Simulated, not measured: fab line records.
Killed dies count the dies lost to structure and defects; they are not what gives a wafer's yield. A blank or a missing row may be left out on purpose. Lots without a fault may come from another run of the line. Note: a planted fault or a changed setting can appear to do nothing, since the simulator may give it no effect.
Code-filled problem report in 8D (eight disciplines) form + flow sky130 + the parts of the form that need people (team, actions taken, sign-off) are left out

1. WHAT WENT WRONG
Wafers without a fault read 0.716 a.u. with a standard deviation of 0.0043, while oes_product_au at SKY_GATE_OXIDE_STRIP_13 averages 0.891 a.u. across 3 wafers of 1 lot. That puts it +41 standard deviations away from the usual mean.
The step: strips in O2/N2.
First observed at day 18 18:43: wafer L605.4, on plasma_asher-04. Wafers with a number at this step in the record: 39, from 13 lots. Rule for "out" (also "out of limits"): further than 4 standard deviations from the usual mean. Any other wafer with a number is counted as sound.

2. WHAT IT IS, AND WHAT IT ISN'T
| question                    | is                     | is not                                                                                 |
|-----------------------------|------------------------|----------------------------------------------------------------------------------------|
| which readings at this step | oes_product_au         | drypump_motor_current_A                                                                |
| which lots                  | L605                   | L590, L592, L593, L594, L595, L596, L598, L604, L609, L610, L611, L612                 |
| which wafers of those lots  | all that have a number | -                                                                                      |
| read on which tools         | plasma_asher-04        | plasma_asher-01, plasma_asher-02                                                       |
| when                        | from day 18 18:43      | up to then (24 sound wafers); but 12 sound wafers of L609, L610, L611, L612 came after |

3. SUSPECTS, AND WHAT RULES EACH OUT
Counting: a tool stays on the suspect list if, at a process step up to the reading, it processed all lots that are out and no sound lot following the first of them.
- plasma_asher-04 at SKY_GATE_OXIDE_STRIP_13 (strips in O2/N2): ruled out as a lasting fault. Following L605 (day 18 18:43), the first lot on it that is out, the sound lots L609 were run on it.
Left after counting: nothing in the record.

4. THE CAUSE (what the simulator had put in)
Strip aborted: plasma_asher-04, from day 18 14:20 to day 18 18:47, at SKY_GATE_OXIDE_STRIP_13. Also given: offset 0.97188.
Counting ruled it out, wrongly.

5. SEQUENCE OF EFFECTS, ordered by route
One row per reading whose mean, taken over the struck wafers that have a number, lies over 3 standard deviations from the usual. Scope: only readings with a usual standard deviation given in the record; hours: median across lots of the time from each lot's start at the first step in this table that gives one to its start at this step; sigmas: change in usual standard deviations.
| hours | step                    | reading                | usual        | on struck wafers | change | sigmas |
|-------|-------------------------|------------------------|--------------|------------------|--------|--------|
| 0     | SKY_GATE_OXIDE_STRIP_13 | chamber_pressure_mTorr | 1500.0 mTorr | 1495.1           | -4.9   | -3.5   |
| 0     | SKY_GATE_OXIDE_STRIP_13 | oes_product_au         | 0.716 a.u.   | 0.891            | +0.175 | +41    |
| 739   | SKY_PAD_OPEN_PROBE_99   | killed_at_front_end    | 15           | 419              | +404   | +94    |
| 739   | SKY_PAD_OPEN_PROBE_99   | killed_dies            | 85           | 492              | +407   | +42    |
| 739   | SKY_PAD_OPEN_PROBE_99   | killed_on_rim          | 17           | 96               | +79    | +19    |
It contains these process steps:
- SKY_GATE_OXIDE_STRIP_13: strips in O2/N2.
- SKY_PAD_OPEN_PROBE_99
Readings that are blank on the struck wafers while sound wafers have them: strip_time_to_endpoint_s at SKY_GATE_OXIDE_STRIP_13.

6. WHAT WOULD HAVE CAUGHT IT SOONER
First out-of-limits reading in this record: day 18 18:43, which is 4 hours after fault onset at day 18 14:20.
